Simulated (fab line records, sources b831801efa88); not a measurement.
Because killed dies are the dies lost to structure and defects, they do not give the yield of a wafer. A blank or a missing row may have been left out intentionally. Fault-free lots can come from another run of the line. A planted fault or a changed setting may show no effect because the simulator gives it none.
What tool caused it? || flow sky130 || 15 lots (45 wafers sampled), 1 step of a 708-step route

WHAT THE GAUGES SHOWED, per wafer
SKY_METAL3_OVL_MEAS_14. Usual: METAL3_OVL 1 nm, standard deviation 5.4.
{"lot": "L738", "measured": "day 38 14:17", "on": "overlay-01", "METAL3_OVL (nm)": "-6 6 -7", "flag": ""}
{"lot": "L739", "measured": "day 38 14:29", "on": "overlay-01", "METAL3_OVL (nm)": "-3 -4 -8", "flag": ""}
{"lot": "L740", "measured": "day 39 00:28", "on": "overlay-02", "METAL3_OVL (nm)": "-5 0 -4", "flag": ""}
{"lot": "L743", "measured": "day 40 14:08", "on": "overlay-02", "METAL3_OVL (nm)": "5 3 -3", "flag": ""}
{"lot": "L744", "measured": "day 40 17:01", "on": "overlay-02", "METAL3_OVL (nm)": "3 2 3", "flag": ""}
{"lot": "L745", "measured": "day 41 01:20", "on": "overlay-02", "METAL3_OVL (nm)": "9 9 4", "flag": ""}
{"lot": "L746", "measured": "day 41 12:58", "on": "overlay-01", "METAL3_OVL (nm)": "0 -1 -1", "flag": ""}
{"lot": "L747", "measured": "day 41 20:08", "on": "overlay-02", "METAL3_OVL (nm)": "3 8 6", "flag": ""}
{"lot": "L748", "measured": "day 41 20:29", "on": "overlay-02", "METAL3_OVL (nm)": "4 -4 12", "flag": ""}
{"lot": "L750", "measured": "day 42 17:05", "on": "overlay-01", "METAL3_OVL (nm)": "4 6 11", "flag": ""}
{"lot": "L751", "measured": "day 42 17:14", "on": "overlay-02", "METAL3_OVL (nm)": "-2 0 7", "flag": ""}
{"lot": "L753", "measured": "day 43 00:17", "on": "overlay-02", "METAL3_OVL (nm)": "-14 -17 -8", "flag": ""}
{"lot": "L755", "measured": "day 43 16:14", "on": "overlay-01", "METAL3_OVL (nm)": "13 4 9", "flag": ""}
{"lot": "L756", "measured": "day 43 19:55", "on": "overlay-01", "METAL3_OVL (nm)": "-4 -6 -1", "flag": ""}
{"lot": "L757", "measured": "day 43 21:59", "on": "overlay-01", "METAL3_OVL (nm)": "4 4 6", "flag": ""}

TOOL THAT RAN EACH LOT (tool first, then ch and the chambers of the sampled wafers, then the start)
There is no process step in the record ahead of these readings.

AS READ BY THE TOOLS THEMSELVES (means over the sampled wafers that have a number; for cases with no such wafer, the mark the record gives instead)
The record holds no such reading with a usual standard deviation.

THE ANSWER, worked out from the rows above alone
Rule: a lot is off if the mean of its wafers that have a number lies more than 3 standard deviations from the usual mean. Also off: a lot with no number at a reading for which 4 or more lots have one. Where the step has rows for the other lots, those lots are counted as sound. First the gauges in route order, then the tools' own readings, where a lot's mean is used as printed above. At the first step where some lot is off, the reading lying furthest off is the one used; lots without a number count as furthest.
Across all readings shown, no lot is off: no conclusion can be drawn from this.

WHAT WAS PUT IN BY THE SIMULATOR
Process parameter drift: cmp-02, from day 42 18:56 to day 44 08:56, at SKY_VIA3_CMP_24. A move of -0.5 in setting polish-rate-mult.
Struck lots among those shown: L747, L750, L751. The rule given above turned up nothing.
